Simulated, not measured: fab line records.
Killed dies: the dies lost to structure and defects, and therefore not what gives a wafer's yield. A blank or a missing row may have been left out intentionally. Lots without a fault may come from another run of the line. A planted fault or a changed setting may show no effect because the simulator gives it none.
fab line records	flow sky130
record lots=14	wafers=42	lastDay=50
route steps=708 shown LI_CONTACT@363 LOCAL_INTERCONNECT@398 VIA2@531 METAL5@676
lots with no fault: from the same line, run without faults
startH: start of the lot's first displayed wafer, in hours after the record's first day	waitH: how many hours have passed since the lot's step before this one	" as in the row above	L1.1+2: several wafers, shown together as one row	- no value, or no start was given	* or withheld: withheld	< > ~ a bound
route shown NAME@n: names a module that has steps shown in the file, with the first one's number in the route	usual: the fault-free wafers' mean and standard deviation	same: alike in all rows	chamber/n: place in a boat	sites: the reading at each site	_std_site: standard deviation of those values	_edge_site: mean of outer sites minus mean of inner sites	radiusMm: how far each site lies from the wafer's centre	mask NAME#n: copy n	behind: tool/chamber where the wafer was last shaped	hold: why the lot was held/for how many hours/how that ended	device: whichever transistor did not switch (one of n, p or np)	end of line: the same wafers' tests at the end of the route	step lacking rows: just its recipe	killed: the dies lost at the first sort to structure and to defects; this is not the yield of the wafer	map: per-die view of a wafer (x killed, . not killed, _ where there is no die)
set.NAME: the setting as run; set.NAME@STEP: as run at that earlier step	model.NAME: the simulator's own value behind a step, which no gauge read
route steps across a sampled set of lots; one table per step, one row per wafer
services: a tool's chamber out of use, with start hour (startH, from the record's first day; less than 0 if before it), hours out, and reason
## steps
# step SKY_LI_CONTACT_THK_MEAS_01
# recipe reads=PSG_of_LI_CONTACT_HDPCVD_00
# usual LI_CONTACT_HDPCVD_THK=930/8
lot.wafer	tool	chamber	startH	waitH	LI_CONTACT_HDPCVD_THK[nm]
L108.1	filmMetro-03	-	643.67	0.1	944
L108.4	"	-	"	"	942
L108.6	"	-	"	"	937
L109.1	filmMetro-03	-	653.46	0.1	941
L109.4	"	-	"	"	942
L109.5	"	-	"	"	942
L111.2	filmMetro-02	-	668.59	0.1	925
L111.3	"	-	"	"	923
L111.5	"	-	"	"	917
L113.2	filmMetro-02	-	690.92	0.1	920
L113.3	"	-	"	"	931
L113.5	"	-	"	"	922
L117.2	filmMetro-03	-	724.92	0.1	911
L117.3	"	-	"	"	924
L117.6	"	-	"	"	927
L118.1	filmMetro-04	-	728.97	0.1	935
L118.2	"	-	"	"	933
L118.5	"	-	"	"	933
L119.1	filmMetro-02	-	739.95	0.1	934
L119.5	"	-	"	"	933
L119.6	"	-	"	"	930
L120.3	filmMetro-03	-	747.62	0.1	927
L120.4	"	-	"	"	928
L120.6	"	-	"	"	935
L121.2	filmMetro-02	-	757.59	0.1	918
L121.4	"	-	"	"	920
L121.6	"	-	"	"	934
L122.1	filmMetro-02	-	776.00	0.1	933
L122.2	"	-	"	"	913
L122.6	"	-	"	"	926
L126.2	filmMetro-04	-	797.60	0.1	935
L126.4	"	-	"	"	930
L126.6	"	-	"	"	930
L125.2	filmMetro-04	-	801.30	0.1	930
L125.3	"	-	"	"	931
L125.6	"	-	"	"	923
L127.1	filmMetro-04	-	808.27	0.1	938
L127.5	"	-	"	"	937
L127.6	"	-	"	"	941
L130.1	filmMetro-03	-	822.21	0.1	934
L130.3	"	-	"	"	932
L130.4	"	-	"	"	929
# step SKY_LOCAL_INTERCONNECT_CD_MEAS_11
# recipe targetCdNm=170
# usual cdNm=169.8/1.2
lot.wafer	tool	chamber	startH	waitH	cdNm
L108.1	cdSem-02	-	702.44	-	170.1
L108.4	"	-	"	"	170.3
L108.6	"	-	"	"	169.2
L109.1	cdSem-01	-	711.40	-	170.2
L109.4	"	-	"	"	171.5
L109.5	"	-	"	"	171.0
L111.2	cdSem-02	-	726.20	-	169.0
L111.3	"	-	"	"	168.9
L111.5	"	-	"	"	170.2
L113.2	cdSem-02	-	747.58	-	168.8
L113.3	"	-	"	"	170.6
L113.5	"	-	"	"	168.9
L117.2	cdSem-02	-	780.51	-	171.4
L117.3	"	-	"	"	170.6
L117.6	"	-	"	"	170.6
L118.1	cdSem-01	-	784.35	-	168.2
L118.2	"	-	"	"	170.1
L118.5	"	-	"	"	169.8
L119.1	cdSem-02	-	795.49	-	171.4
L119.5	"	-	"	"	169.4
L119.6	"	-	"	"	170.0
L120.3	cdSem-02	-	803.48	-	168.7
L120.4	"	-	"	"	169.6
L120.6	"	-	"	"	169.2
L121.2	cdSem-02	-	813.32	-	170.4
L121.4	"	-	"	"	171.0
L121.6	"	-	"	"	170.4
L122.1	cdSem-01	-	830.50	-	170.7
L122.2	"	-	"	"	170.1
L122.6	"	-	"	"	169.8
L126.2	cdSem-01	-	852.21	-	169.4
L126.4	"	-	"	"	171.8
L126.6	"	-	"	"	171.5
L125.2	cdSem-01	-	856.42	-	170.1
L125.3	"	-	"	"	169.0
L125.6	"	-	"	"	169.6
L127.1	cdSem-02	-	863.19	-	168.2
L127.5	"	-	"	"	166.5
L127.6	"	-	"	"	169.1
L130.1	cdSem-01	-	876.04	-	168.7
L130.3	"	-	"	"	171.6
L130.4	"	-	"	"	170.6
# step SKY_VIA2_CMP_24
# recipe stopOn=SiO2	tOverpolishS=20	downForcePsi=3.5	platenRpm=60	targetThkNm=0	padVelocityMS=0.94248
# usual motorCurrentA=10.7/0.67	overpolishRunS=20.000/0.0086	platenRpm=59.99/0.036	timeToEndpointS=101/3.6
lot.wafer	tool	chamber	startH	waitH	motorCurrentA	overpolishRunS	platenRpm	timeToEndpointS
L108.4	cmp-01	1	845.41	0.0	10.6	20.004	59.97	101
L108.1	"	2	"	"	10.5	19.996	59.99	103
L108.6	"	1	"	"	10.4	19.993	60.00	106
L109.1	cmp-01	3	854.22	0.1	11.1	20.006	59.98	101
L109.4	"	0	"	"	11.6	20.010	60.01	99
L109.5	"	1	"	"	10.1	20.007	59.95	96
L111.2	cmp-02	0	868.29	0.1	11.5	20.008	59.98	110
L111.3	"	2	"	"	11.3	20.022	59.99	106
L111.5	"	0	"	"	11.3	19.997	60.05	108
L113.2	cmp-01	3	889.15	0.0	11.6	20.003	60.00	94
L113.3	"	0	"	"	12.0	20.012	59.99	100
L113.5	"	3	"	"	11.7	19.991	59.99	102
L117.3	cmp-02	0	920.60	0.1	10.5	19.987	60.03	107
L117.2	"	1	"	"	10.1	20.011	60.07	104
L117.6	"	0	"	"	10.9	19.995	59.98	102
L118.2	cmp-01	1	923.81	0.0	10.8	20.000	59.99	99
L118.1	"	0	"	"	11.9	19.986	59.96	98
L118.5	"	1	"	"	10.2	19.999	59.97	98
L119.1	cmp-02	2	934.10	0.1	10.0	19.994	60.00	95
L119.5	"	1	"	"	9.7	20.002	60.01	97
L119.6	"	2	"	"	11.0	19.988	59.94	99
L120.3	cmp-01	3	940.34	0.1	11.2	19.999	59.95	95
L120.4	"	0	"	"	11.5	20.005	60.01	96
L120.6	"	2	"	"	9.8	20.001	59.94	101
L121.2	cmp-02	0	950.30	0.1	10.6	20.009	60.04	102
L121.4	"	1	"	"	9.9	19.991	60.05	107
L121.6	"	3	"	"	10.7	20.025	59.96	103
L122.2	cmp-01	2	965.29	0.0	9.4	20.005	60.04	101
L122.1	"	1	"	"	10.6	20.001	59.96	102
L122.6	"	2	"	"	10.0	19.998	60.03	99
L126.2	cmp-01	0	984.96	0.1	11.4	19.998	60.00	103
L126.4	"	1	"	"	9.9	20.010	60.02	101
L126.6	"	2	"	"	10.5	20.007	59.98	103
L125.3	cmp-01	1	988.73	0.1	10.4	19.998	60.02	104
L125.2	"	2	"	"	10.4	19.993	60.03	102
L125.6	"	0	"	"	11.4	20.003	60.00	102
L127.1	cmp-02	2	996.13	0.1	10.7	19.993	60.03	101
L127.5	"	1	"	"	10.0	20.003	60.01	104
L127.6	"	2	"	"	11.4	19.997	60.01	98
L130.4	cmp-01	1	1007.63	0.0	10.7	20.012	60.03	96
L130.3	"	2	"	"	10.2	20.001	59.97	98
L130.1	"	0	"	"	12.0	19.999	59.99	102
# step SKY_METAL5_METAL_ETCH_15
# recipe targetDepthA=12600	stopOn=SiO2	overEtchFrac=0.2	timeS=252	chemistry=Cl2/BCl3	resistSidewallDeg=86	pressureMtorr=10	icpW=900	biasW=48.5	Cl2_flow_sccm=60	bcl3FlowSccm=30
# usual drypumpMotorCurrentA=5.8/0.41	oesProductAu=0.894/0.005	throttleValvePct=22.264/0.0088
# same timeS=252
lot.wafer	tool	chamber	startH	waitH	drypumpMotorCurrentA	oesProductAu	rfHoursCounterH	throttleValvePct
L108.1	rieMetal-04	1	1025.54	0.0	5.9	0.889	16	22.264
L108.4	"	0	"	"	5.4	0.900	-	22.265
L108.6	"	1	"	"	5.8	0.893	-	22.268
L109.1	rieMetal-02	0	1034.37	0.0	5.8	0.897	20	22.264
L109.4	"	0	"	"	5.8	0.891	-	22.271
L109.5	"	0	"	"	5.8	0.892	-	22.280
L111.2	rieMetal-02	0	1046.44	0.0	5.8	0.888	21	22.284
L111.3	"	0	"	"	5.8	0.894	-	22.263
L111.5	"	0	"	"	5.8	0.895	-	22.261
L113.2	rieMetal-04	1	1063.37	0.0	5.8	0.901	18	22.279
L113.3	"	0	"	"	5.4	0.897	-	22.251
L113.5	"	1	"	"	5.8	0.888	-	22.252
L117.2	rieMetal-03	1	1088.13	0.0	5.5	0.895	7	22.267
L117.3	"	1	"	"	5.5	0.887	-	22.276
L117.6	"	1	"	"	5.5	0.903	-	22.250
L118.1	rieMetal-04	1	1090.92	0.0	5.9	0.888	20	22.271
L118.2	"	0	"	"	5.4	0.903	19	22.273
L118.5	"	1	"	"	5.8	0.904	-	22.250
L119.1	rieMetal-04	1	1100.93	0.0	5.8	0.892	21	22.263
L119.5	"	0	"	"	5.4	0.896	-	22.266
L119.6	"	1	"	"	5.8	0.885	-	22.263
L120.3	rieMetal-03	0	1103.22	0.1	6.3	0.900	-	22.281
L120.4	"	1	"	"	5.6	0.897	-	22.263
L120.6	"	0	"	"	6.3	0.894	-	22.274
L121.2	rieMetal-02	1	1112.99	0.0	6.6	0.897	19	22.259
L121.4	"	0	"	"	5.8	0.893	-	22.270
L121.6	"	1	"	"	6.6	0.892	-	22.256
L122.1	rieMetal-04	0	1125.23	0.0	5.4	0.889	21	22.267
L122.2	"	1	"	"	5.8	0.901	22	22.276
L122.6	"	0	"	"	5.4	0.891	-	22.265
L126.2	rieMetal-04	1	1142.68	0.0	5.9	0.895	24	22.259
L126.4	"	1	"	"	5.9	0.890	-	22.256
L126.6	"	0	"	"	5.4	0.889	-	22.267
L125.2	rieMetal-04	1	1145.44	0.0	5.8	0.723	24	22.267
L125.3	"	1	"	"	5.8	0.719	-	22.277
L125.6	"	1	"	"	5.8	0.719	-	22.260
L127.1	rieMetal-04	0	1149.67	0.0	5.3	0.901	24	22.260
L127.5	"	0	"	"	5.3	0.892	-	22.261
L127.6	"	1	"	"	5.9	0.720	-	22.269
L130.1	rieMetal-02	1	1160.52	0.0	6.6	0.892	23	22.281
L130.3	"	1	"	"	6.6	0.892	-	22.261
L130.4	"	0	"	"	5.8	0.905	-	22.258
# step SKY_METAL5_STRIP_16
# recipe chemistry=O2/N2	powerW=1400	pressureMtorr=1500	platenTempC=withheld	o2FlowSccm=3000	n2FlowSccm=300	overashFraction=0.5
# usual drypumpMotorCurrentA=5.8/0.47	o2FlowSccm=3001/9.6	oesProductAu=0.711/0.0039	stripTimeToEndpointS=13.12/0.12
lot.wafer	tool	chamber	startH	waitH	drypumpMotorCurrentA	o2FlowSccm	oesProductAu	rfHoursCounterH	stripTimeToEndpointS
L108.1	plasmaAsher-02	0	1025.77	0.2	5.3	3021	0.713	61	13.29
L108.4	"	1	"	"	6.1	2979	0.712	-	13.15
L108.6	"	1	"	"	6.1	2992	0.713	-	13.23
L109.1	plasmaAsher-01	1	1034.60	0.2	5.7	2993	0.709	124	13.25
L109.4	"	0	"	"	5.1	2995	0.710	-	13.23
L109.5	"	0	"	"	5.1	2983	0.706	-	13.23
L111.2	plasmaAsher-02	1	1046.67	0.2	6.1	3005	0.714	63	13.08
L111.3	"	0	"	"	5.3	3001	0.713	-	13.00
L111.5	"	0	"	"	5.3	2991	0.708	-	13.06
L113.2	plasmaAsher-02	1	1063.60	0.2	6.1	3013	0.712	65	13.14
L113.3	"	0	"	"	5.3	2992	0.710	-	12.97
L113.5	"	1	"	"	6.1	2997	0.711	-	13.20
L117.2	plasmaAsher-03	1	1088.36	0.2	5.8	2997	0.709	33	12.93
L117.3	"	0	"	"	6.5	3009	0.714	-	12.83
L117.6	"	1	"	"	5.8	3015	0.712	-	12.94
L118.1	plasmaAsher-03	0	1091.15	0.2	6.5	2984	0.709	33	13.22
L118.2	"	1	"	"	5.8	3007	0.703	33	13.08
L118.5	"	0	"	"	6.4	2984	0.708	-	13.12
L119.1	plasmaAsher-03	0	1101.16	0.2	6.5	3005	0.709	34	13.14
L119.5	"	0	"	"	6.5	2993	0.710	-	13.09
L119.6	"	1	"	"	5.8	2992	0.707	-	13.10
L120.3	plasmaAsher-01	0	1103.41	0.1	5.1	2993	0.711	-	13.24
L120.4	"	1	"	"	5.7	2996	0.708	-	12.85
L120.6	"	1	"	"	5.7	3006	0.706	-	13.21
L121.2	plasmaAsher-01	1	1113.22	0.2	5.7	2994	0.708	5	13.23
L121.4	"	1	"	"	5.7	3006	0.716	-	13.23
L121.6	"	0	"	"	5.1	2996	0.716	-	13.17
L122.1	plasmaAsher-01	1	1125.46	0.2	5.7	3009	0.712	6	13.01
L122.2	"	0	"	"	5.1	3007	0.713	6	13.06
L122.6	"	1	"	"	5.7	2994	0.713	-	13.03
L126.2	plasmaAsher-02	1	1142.91	0.2	6.1	2990	0.704	72	13.20
L126.4	"	1	"	"	6.1	2997	0.706	-	13.12
L126.6	"	0	"	"	5.3	2986	0.716	-	13.05
L125.2	plasmaAsher-01	0	1145.67	0.2	5.1	2993	0.711	8	16.89
L125.3	"	0	"	"	5.1	2996	0.709	-	17.02
L125.6	"	1	"	"	5.7	2999	0.716	-	16.88
L127.1	plasmaAsher-03	0	1149.90	0.2	6.5	3013	0.716	39	13.05
L127.5	"	1	"	"	5.8	3013	0.712	-	13.05
L127.6	"	0	"	"	6.5	3005	0.713	-	16.83
L130.1	plasmaAsher-03	1	1160.75	0.2	5.8	3000	0.712	40	13.30
L130.3	"	0	"	"	6.4	3008	0.706	-	13.27
L130.4	"	1	"	"	5.8	3008	0.712	-	13.24
## services
tool	chamber	startH	hours	kind
cmp-02	-	834.53	3.8	repair
cmp-01	-	849.31	3.4	repair
cmp-01	-	861.18	0.8	repair
cmp-02	-	895.50	4.1	pm
cmp-01	-	900.53	0.6	repair
cmp-02	-	912.14	4.0	pm
plasmaAsher-01	-	913.98	0.5	repair
plasmaAsher-03	-	926.97	3.4	repair
cmp-01	-	943.29	0.4	repair
cmp-01	-	947.81	7.6	repair
plasmaAsher-03	-	949.10	9.8	pm
cmp-01	-	956.24	6.8	pm
rieMetal-04	0	1010.45	2.2	repair
cmp-02	-	1021.78	0.5	repair
plasmaAsher-01	-	1023.66	1.1	repair
cmp-02	-	1027.67	8.5	pm
plasmaAsher-03	-	1032.31	14.6	pm
cmp-01	-	1053.78	1.4	repair
plasmaAsher-01	-	1055.32	9.0	pm
rieMetal-02	-	1082.17	2.8	pm
cmp-01	-	1084.08	4.0	pm
cmp-01	-	1105.75	1.1	repair
cmp-01	-	1133.75	0.8	repair
plasmaAsher-02	-	1153.55	17.1	repair
## key
firstSign step=SKY_METAL5_METAL_ETCH_15	reading=oesProductAu	direction=down	sigmas=35	usual=0.894	struck=0.720
effect step=SKY_METAL5_STRIP_16	reading=stripTimeToEndpointS	direction=up	sigmas=32	usual=*	struck=*
metAt SKY_METAL5_METAL_ETCH_15
struckLots L125,L127
struckWafers L125.2,L125.3,L125.6,L127.6
laterRowsLeftOut L125.2,L125.3,L125.6,L127.6
sortLeftOut L125.2,L125.3,L125.6,L127.6
notActingAt SKY_LI_CONTACT_THK_MEAS_01,SKY_LOCAL_INTERCONNECT_CD_MEAS_11,SKY_VIA2_CMP_24
onsetBetween 1142.68 1145.44
fault kind=processParameterDrift	tool=rieMetal-04	chamber=1	onsetH=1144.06	steps=SKY_METAL5_METAL_ETCH_15	channel=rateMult	offset=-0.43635	shape=step	endH=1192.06
# sortLeftOut: the simulated sort isn't trusted on such a fault, so these wafers' sort isn't shown, and their yield isn't known
# laterRowsLeftOut: the simulator's readings of these wafers behind a module that went badly wrong aren't trusted and aren't shown, but for the sort
